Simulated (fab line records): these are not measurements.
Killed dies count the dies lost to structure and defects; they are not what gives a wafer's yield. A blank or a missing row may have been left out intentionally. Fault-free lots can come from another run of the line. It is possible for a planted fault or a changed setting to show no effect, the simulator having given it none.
Which tool did it? / flow sky130 / 15 lots with 45 wafers sampled at 4 steps, on a route of 708 steps

## WHAT THE GAUGES READ, wafer by wafer
SKY_METAL1_THK_MEAS_06: measures by xrf.
lot=L466; measured=day 31 20:07; on=filmMetro-02; METAL1_ALCU_THK (nm)=253.5 252.7 254.9
lot=L467; measured=day 32 06:55; on=filmMetro-01; METAL1_ALCU_THK (nm)=245.2 246.4 248.5
lot=L468; measured=day 32 23:28; on=filmMetro-03; METAL1_ALCU_THK (nm)=249.1 250.7 248.5
lot=L470; measured=day 33 08:36; on=filmMetro-02; METAL1_ALCU_THK (nm)=246.8 251.5 244.8
lot=L473; measured=day 34 04:23; on=filmMetro-03; METAL1_ALCU_THK (nm)=247.4 250.7 250.3
lot=L474; measured=day 35 02:08; on=filmMetro-03; METAL1_ALCU_THK (nm)=249.1 247.4 248.1
lot=L476; measured=day 35 09:42; on=filmMetro-03; METAL1_ALCU_THK (nm)=246.4 248.4 251.1
lot=L478; measured=day 36 12:17; on=filmMetro-02; METAL1_ALCU_THK (nm)=247.6 246.9 247.6
lot=L479; measured=day 36 13:48; on=filmMetro-02; METAL1_ALCU_THK (nm)=251.4 251.3 251.6
lot=L480; measured=day 36 15:14; on=filmMetro-03; METAL1_ALCU_THK (nm)=249.7 247.9 247.1
lot=L481; measured=day 36 17:49; on=filmMetro-01; METAL1_ALCU_THK (nm)=249.2 248.8 250.8
lot=L483; measured=day 37 08:26; on=filmMetro-02; METAL1_ALCU_THK (nm)=251.1 252.0 251.0
lot=L486; measured=day 38 09:11; on=filmMetro-03; METAL1_ALCU_THK (nm)=246.0 246.3 245.8
lot=L487; measured=day 38 21:43; on=filmMetro-02; METAL1_ALCU_THK (nm)=250.3 250.7 248.7
lot=L488; measured=day 39 03:17; on=filmMetro-03; METAL1_ALCU_THK (nm)=247.2 248.0 247.4

SKY_METAL1_CD_MEAS_15: target cd 140 nm.
lot=L466; measured=day 32 23:05; on=cdSem-01; cdNm (nm)=139.0 138.9 139.8
lot=L467; measured=day 33 10:04; on=cdSem-01; cdNm (nm)=142.6 142.1 140.5
lot=L468; measured=day 34 02:44; on=cdSem-01; cdNm (nm)=137.9 137.6 139.1
lot=L470; measured=day 34 11:23; on=cdSem-02; cdNm (nm)=139.2 138.7 138.0
lot=L473; measured=day 35 07:25; on=cdSem-01; cdNm (nm)=138.8 139.6 138.8
lot=L474; measured=day 36 04:48; on=cdSem-02; cdNm (nm)=140.1 139.9 139.8
lot=L476; measured=day 36 12:25; on=cdSem-02; cdNm (nm)=142.0 143.9 141.4
lot=L478; measured=day 37 14:01; on=cdSem-02; cdNm (nm)=139.8 139.7 138.5
lot=L479; measured=day 37 16:06; on=cdSem-01; cdNm (nm)=- - -
lot=L480; measured=day 37 17:28; on=cdSem-01; cdNm (nm)=- - -
lot=L481; measured=day 37 20:10; on=cdSem-01; cdNm (nm)=- - -
lot=L483; measured=day 38 10:47; on=cdSem-01; cdNm (nm)=140.4 139.1 138.7
lot=L486; measured=day 39 09:26; on=cdSem-02; cdNm (nm)=142.4 142.3 141.7
lot=L487; measured=day 39 22:11; on=cdSem-02; cdNm (nm)=137.9 137.5 137.0
lot=L488; measured=day 40 03:37; on=cdSem-01; cdNm (nm)=139.5 139.6 140.1

## TOOL THAT RAN EACH LOT (tool first, then ch and the chambers of the sampled wafers, then the start)
lot=L466; SKY_CONTACT_CMP_27=cmp-01 ch 0,3, day 31 19:36; SKY_METAL1_DEVELOP_14=lithoTrack-03 ch 0, day 32 22:00
lot=L467; SKY_CONTACT_CMP_27=cmp-01 ch 1,3, day 32 06:25; SKY_METAL1_DEVELOP_14=lithoTrack-04 ch 0, day 33 09:00
lot=L468; SKY_CONTACT_CMP_27=cmp-02 ch 0,2,3, day 32 23:00; SKY_METAL1_DEVELOP_14=lithoTrack-02 ch 0, day 34 02:00
lot=L470; SKY_CONTACT_CMP_27=cmp-02 ch 2,3, day 33 08:02; SKY_METAL1_DEVELOP_14=lithoTrack-03 ch 0, day 34 11:00
lot=L473; SKY_CONTACT_CMP_27=cmp-02 ch 0,1,3, day 34 03:55; SKY_METAL1_DEVELOP_14=lithoTrack-03 ch 0, day 35 07:00
lot=L474; SKY_CONTACT_CMP_27=cmp-02 ch 0,2,3, day 35 01:34; SKY_METAL1_DEVELOP_14=lithoTrack-02 ch 0, day 36 04:00
lot=L476; SKY_CONTACT_CMP_27=cmp-02 ch 0,2,3, day 35 09:16; SKY_METAL1_DEVELOP_14=lithoTrack-02 ch 0, day 36 12:00
lot=L478; SKY_CONTACT_CMP_27=cmp-02 ch 0,3, day 36 11:43; SKY_METAL1_DEVELOP_14=lithoTrack-02 ch 0, day 37 13:00
lot=L479; SKY_CONTACT_CMP_27=cmp-02 ch 0,2,3, day 36 13:20; SKY_METAL1_DEVELOP_14=lithoTrack-02, day 37 15:00
lot=L480; SKY_CONTACT_CMP_27=cmp-02 ch 0,2,3, day 36 14:40; SKY_METAL1_DEVELOP_14=lithoTrack-03, day 37 17:00
lot=L481; SKY_CONTACT_CMP_27=cmp-02 ch 1,3, day 36 17:18; SKY_METAL1_DEVELOP_14=lithoTrack-03, day 37 20:00
lot=L483; SKY_CONTACT_CMP_27=cmp-01 ch 0,1,2, day 37 07:58; SKY_METAL1_DEVELOP_14=lithoTrack-03 ch 0, day 38 10:00
lot=L486; SKY_CONTACT_CMP_27=cmp-01 ch 1,2,3, day 38 08:43; SKY_METAL1_DEVELOP_14=lithoTrack-03 ch 0, day 39 09:00
lot=L487; SKY_CONTACT_CMP_27=cmp-01 ch 1,3, day 38 21:10; SKY_METAL1_DEVELOP_14=lithoTrack-02 ch 0, day 39 22:00
lot=L488; SKY_CONTACT_CMP_27=cmp-02 ch 0,3, day 39 02:42; SKY_METAL1_DEVELOP_14=lithoTrack-04 ch 0, day 40 03:00
- SKY_CONTACT_CMP_27: polishes, stops on SiO2, t overpolish 15 s, target thk 0 nm.
- SKY_METAL1_DEVELOP_14: develop time 60 s.

## AS READ BY THE TOOLS THEMSELVES (means over the sampled wafers that have a number; for cases with no such wafer, the mark the record gives instead)
SKY_CONTACT_CMP_27.
lot=L466; tool=cmp-01; motorCurrentA (A)=11.3; overpolishRunS (s)=15.000; timeToEndpointS (s)=84.5
lot=L467; tool=cmp-01; motorCurrentA (A)=11.5; overpolishRunS (s)=15.003; timeToEndpointS (s)=83.6
lot=L468; tool=cmp-02; motorCurrentA (A)=10.7; overpolishRunS (s)=15.010; timeToEndpointS (s)=79.8
lot=L470; tool=cmp-02; motorCurrentA (A)=11.3; overpolishRunS (s)=15.000; timeToEndpointS (s)=83.0
lot=L473; tool=cmp-02; motorCurrentA (A)=10.4; overpolishRunS (s)=15.010; timeToEndpointS (s)=80.2
lot=L474; tool=cmp-02; motorCurrentA (A)=11.1; overpolishRunS (s)=15.006; timeToEndpointS (s)=81.2
lot=L476; tool=cmp-02; motorCurrentA (A)=10.7; overpolishRunS (s)=14.994; timeToEndpointS (s)=84.0
lot=L478; tool=cmp-02; motorCurrentA (A)=10.9; overpolishRunS (s)=14.998; timeToEndpointS (s)=86.2
lot=L479; tool=cmp-02; motorCurrentA (A)=10.8; overpolishRunS (s)=15.008; timeToEndpointS (s)=86.5
lot=L480; tool=cmp-02; motorCurrentA (A)=11.1; overpolishRunS (s)=15.002; timeToEndpointS (s)=82.6
lot=L481; tool=cmp-02; motorCurrentA (A)=10.1; overpolishRunS (s)=14.998; timeToEndpointS (s)=85.1
lot=L483; tool=cmp-01; motorCurrentA (A)=11.3; overpolishRunS (s)=14.997; timeToEndpointS (s)=83.3
lot=L486; tool=cmp-01; motorCurrentA (A)=11.3; overpolishRunS (s)=15.005; timeToEndpointS (s)=82.7
lot=L487; tool=cmp-01; motorCurrentA (A)=11.3; overpolishRunS (s)=15.001; timeToEndpointS (s)=85.1
lot=L488; tool=cmp-02; motorCurrentA (A)=10.7; overpolishRunS (s)=14.997; timeToEndpointS (s)=85.7

SKY_METAL1_DEVELOP_14.
lot=L466; tool=lithoTrack-03; chillPlateTempC (C)=22.93; resistLineTempC (C)=22.87
lot=L467; tool=lithoTrack-04; chillPlateTempC (C)=23.10; resistLineTempC (C)=23.01
lot=L468; tool=lithoTrack-02; chillPlateTempC (C)=22.86; resistLineTempC (C)=23.02
lot=L470; tool=lithoTrack-03; chillPlateTempC (C)=22.99; resistLineTempC (C)=22.93
lot=L473; tool=lithoTrack-03; chillPlateTempC (C)=23.03; resistLineTempC (C)=23.09
lot=L474; tool=lithoTrack-02; chillPlateTempC (C)=23.03; resistLineTempC (C)=23.01
lot=L476; tool=lithoTrack-02; chillPlateTempC (C)=23.03; resistLineTempC (C)=23.11
lot=L478; tool=lithoTrack-02; chillPlateTempC (C)=23.04; resistLineTempC (C)=22.95
lot=L479; tool=lithoTrack-02; chillPlateTempC (C)=-; resistLineTempC (C)=-
lot=L480; tool=lithoTrack-03; chillPlateTempC (C)=-; resistLineTempC (C)=-
lot=L481; tool=lithoTrack-03; chillPlateTempC (C)=-; resistLineTempC (C)=-
lot=L483; tool=lithoTrack-03; chillPlateTempC (C)=22.99; resistLineTempC (C)=22.97
lot=L486; tool=lithoTrack-03; chillPlateTempC (C)=22.92; resistLineTempC (C)=23.09
lot=L487; tool=lithoTrack-02; chillPlateTempC (C)=23.05; resistLineTempC (C)=23.00
lot=L488; tool=lithoTrack-04; chillPlateTempC (C)=22.90; resistLineTempC (C)=22.97

## THE ANSWER, worked out from the rows above alone
Rule: the usual values come from the lots themselves. The widest of any qualifying gaps counts: lots, ordered by their means at a reading, are off when they make up no more than a third of the lots, leave a main group of 4 or more, and stand apart from it by 3 or more times the standard deviation of that group's means. A main group whose means are all the same, to the digits that the tables above print for the reading, isn't used. A lot without any number at a reading at which 4 lots or more have one is off too. All remaining lots with rows at the step are treated as sound. The gauges are gone through in route order, then the tools' own readings, and for those a lot's mean is taken as printed above. The first step at which some lot is off is used, and at that step the reading that is off furthest; a lot without a number counts as furthest.
Off, at SKY_METAL1_CD_MEAS_15 on cdNm: L479, L480, L481. Without a number there: L479, L480, L481. The main group: mean 139.8 nm, standard deviation 1.5.
If a tool, at a process step before that reading, ran all the lots that are off and no sound lot after the first of them, it fits. The gauges at SKY_METAL1_CD_MEAS_15 aren't tried: what is off there is off at SKY_METAL1_DEVELOP_14 too, on other tools, and a gauge's error can't cause that. Of those tried, none fits.

## WHAT HAD BEEN PUT IN BY THE SIMULATOR
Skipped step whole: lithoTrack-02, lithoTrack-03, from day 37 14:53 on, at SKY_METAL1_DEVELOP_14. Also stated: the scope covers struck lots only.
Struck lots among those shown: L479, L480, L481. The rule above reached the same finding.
